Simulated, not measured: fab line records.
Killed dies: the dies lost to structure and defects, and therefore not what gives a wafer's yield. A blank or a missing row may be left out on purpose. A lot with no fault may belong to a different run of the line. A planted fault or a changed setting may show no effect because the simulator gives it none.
Split-lot study :: flow sky130 :: 23 wafers read across 5 lots, on a route 708 steps long

== ON THE SPLIT ==
At SKY_METAL4_SPUTTER_02 (material AlCu, target thk 735 nm, time 39.1 s), the setting power w was moved away from the recipe's 10600 W on 11 of the 23 wafers read, by -11.6% to -5.4%. For the rest of the wafers, this setting stayed at what the recipe calls for.

== FROM THE SPLIT TO THE READING: what the file shows between them, 4 steps ==
- SKY_CAP2M_COAT_07: resist thk 1140 nm (also split here: resist thk nm)
- SKY_CAP2M_METAL_ETCH_13: etches TiN in Cl2/BCl3, stops on SiO2, target depth 220 nm, time 62.9 s (also split here: pressure mtorr)
- SKY_CAP2M_STRIP_14: strips in O2/N2
- SKY_METAL4_ETCH_17: etches SiO2 in C4F8/O2/Ar, stops on TiN, time 3.9 s, target depth 15 nm (also split here: source w)

== THE READING ==
oes product au, in a.u., at SKY_METAL4_METAL_ETCH_18 (etches the open film in Cl2/BCl3, stops on SiO2, target depth 845 nm, time 183.1 s). Typical for fault-free wafers on this fab line: 0.864 a.u., with standard deviation 0.0063 a.u.

wafer: L074.1
tool, chamber at the split: pvd sputter-01, -
power w as run, W: 9367
against the recipe: -11.6%
oes product au, a.u.: 0.813
against lot-mates on the recipe: -0.053

wafer: L074.2
tool, chamber at the split: pvd sputter-01, -
power w as run, W: 9367
against the recipe: -11.6%
oes product au, a.u.: 0.809
against lot-mates on the recipe: -0.057

wafer: L074.4
tool, chamber at the split: pvd sputter-01, -
power w as run, W: 10600
against the recipe: recipe
oes product au, a.u.: 0.872
against lot-mates on the recipe: -

wafer: L074.5
tool, chamber at the split: pvd sputter-01, -
power w as run, W: 10600
against the recipe: recipe
oes product au, a.u.: 0.862
against lot-mates on the recipe: -

wafer: L074.6
tool, chamber at the split: pvd sputter-01, -
power w as run, W: 10600
against the recipe: recipe
oes product au, a.u.: 0.863
against lot-mates on the recipe: -

wafer: L078.1
tool, chamber at the split: pvd sputter-03, -
power w as run, W: 10600
against the recipe: recipe
oes product au, a.u.: 0.872
against lot-mates on the recipe: -

wafer: L078.2
tool, chamber at the split: pvd sputter-03, -
power w as run, W: 10030
against the recipe: -5.4%
oes product au, a.u.: 0.846
against lot-mates on the recipe: -0.025

wafer: L078.3
tool, chamber at the split: pvd sputter-03, -
power w as run, W: 10600
against the recipe: recipe
oes product au, a.u.: 0.871
against lot-mates on the recipe: -

wafer: L078.5
tool, chamber at the split: pvd sputter-03, -
power w as run, W: 10030
against the recipe: -5.4%
oes product au, a.u.: 0.841
against lot-mates on the recipe: -0.030

wafer: L078.6
tool, chamber at the split: pvd sputter-03, -
power w as run, W: 10030
against the recipe: -5.4%
oes product au, a.u.: 0.847
against lot-mates on the recipe: -0.024

wafer: L080.1
tool, chamber at the split: pvd sputter-04, -
power w as run, W: 10600
against the recipe: recipe
oes product au, a.u.: 0.854
against lot-mates on the recipe: -

wafer: L080.3
tool, chamber at the split: pvd sputter-04, -
power w as run, W: 10600
against the recipe: recipe
oes product au, a.u.: 0.867
against lot-mates on the recipe: -

wafer: L080.6
tool, chamber at the split: pvd sputter-04, -
power w as run, W: 10600
against the recipe: recipe
oes product au, a.u.: 0.851
against lot-mates on the recipe: -

wafer: L082.1
tool, chamber at the split: pvd sputter-04, -
power w as run, W: 9454
against the recipe: -10.8%
oes product au, a.u.: 0.817
against lot-mates on the recipe: -0.044

wafer: L082.3
tool, chamber at the split: pvd sputter-04, -
power w as run, W: 10600
against the recipe: recipe
oes product au, a.u.: 0.859
against lot-mates on the recipe: -

wafer: L082.4
tool, chamber at the split: pvd sputter-04, -
power w as run, W: 9454
against the recipe: -10.8%
oes product au, a.u.: 0.821
against lot-mates on the recipe: -0.040

wafer: L082.5
tool, chamber at the split: pvd sputter-04, -
power w as run, W: 10600
against the recipe: recipe
oes product au, a.u.: 0.863
against lot-mates on the recipe: -

wafer: L082.6
tool, chamber at the split: pvd sputter-04, -
power w as run, W: 9454
against the recipe: -10.8%
oes product au, a.u.: 0.813
against lot-mates on the recipe: -0.048

wafer: L085.1
tool, chamber at the split: pvd sputter-04, -
power w as run, W: 9577
against the recipe: -9.7%
oes product au, a.u.: 0.815
against lot-mates on the recipe: -0.040

wafer: L085.2
tool, chamber at the split: pvd sputter-04, -
power w as run, W: 10600
against the recipe: recipe
oes product au, a.u.: 0.860
against lot-mates on the recipe: -

wafer: L085.4
tool, chamber at the split: pvd sputter-04, -
power w as run, W: 9577
against the recipe: -9.7%
oes product au, a.u.: 0.832
against lot-mates on the recipe: -0.023

wafer: L085.5
tool, chamber at the split: pvd sputter-04, -
power w as run, W: 10600
against the recipe: recipe
oes product au, a.u.: 0.849
against lot-mates on the recipe: -

wafer: L085.6
tool, chamber at the split: pvd sputter-04, -
power w as run, W: 9577
against the recipe: -9.7%
oes product au, a.u.: 0.824
against lot-mates on the recipe: -0.031

THE FIT
A straight line over all 23 wafers: oes product au changes by +0.00414 a.u. for each +1% of power w; r = +0.95; the points scatter about the line by 0.0068 a.u.
The same after taking each lot's own level away (the mean of its wafers on the recipe; 23 wafers): +0.00405 a.u. for each +1%; r = +0.95; scatter 0.0064 a.u.
According to that fit, moving power w by its largest amount changes the reading by 0.047 a.u.
The span of the lots' own levels, 0.8545 to 0.8715 a.u., comes to 2.7 times the standard deviation stated above.
Consequently the slope shifts little with the lot-to-lot level, the two slopes agreeing.
Check: -0.0465 a.u. against its lot-mates is what the line predicts for one of the wafers moved furthest among these (-11.6%) when that wafer is left out of the fit. It came out at -0.0527 a.u. against them.

== OTHER SPLITS APPLIED TO THESE WAFERS ==
Before the reading, these wafers also passed through other splits. Each is held against what the fit with the lots' levels taken away leaves over:
other split on the same wafers: SKY_METAL3_EXPOSE_10 dose mj
wafers away from the commonest value: 5
r with oes product au (lot level and that fit taken away): +0.15

other split on the same wafers: SKY_METAL3_METAL_ETCH_18 bias w
wafers away from the commonest value: 8
r with oes product au (lot level and that fit taken away): -0.10

other split on the same wafers: SKY_VIA3_COAT_07 spin rpm
wafers away from the commonest value: 4
r with oes product au (lot level and that fit taken away): -0.04

other split on the same wafers: SKY_CAP2M_COAT_07 resist thk nm
wafers away from the commonest value: 6
r with oes product au (lot level and that fit taken away): -0.41

other split on the same wafers: SKY_CAP2M_METAL_ETCH_13 pressure mtorr
wafers away from the commonest value: 10
r with oes product au (lot level and that fit taken away): -0.19

other split on the same wafers: SKY_METAL4_ETCH_17 source w
wafers away from the commonest value: 7
r with oes product au (lot level and that fit taken away): -0.26

== THE WHOLE CHAIN: every reading that the file lists as answering this split, in the file's order ==
step: SKY_METAL4_SPUTTER_02
what it does: material AlCu, target thk 735 nm, time 39.1 s
reading: AlCu_of_METAL4_SPUTTER_02.thk nm (the simulator's own value, which no gauge read)
change (the file's fit): +7.31 nm for each +1% of the setting
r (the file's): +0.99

step: SKY_METAL4_METAL_ETCH_18
what it does: etches the open film in Cl2/BCl3, stops on SiO2, target depth 845 nm, time 183.1 s
reading: oes product au
change (the file's fit): +0.00415 a.u. for each +1% of the setting
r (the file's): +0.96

== THE FILE'S OWN FIT ==
oes product au changes by +0.00415 a.u. for each +1% of power w, r = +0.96.
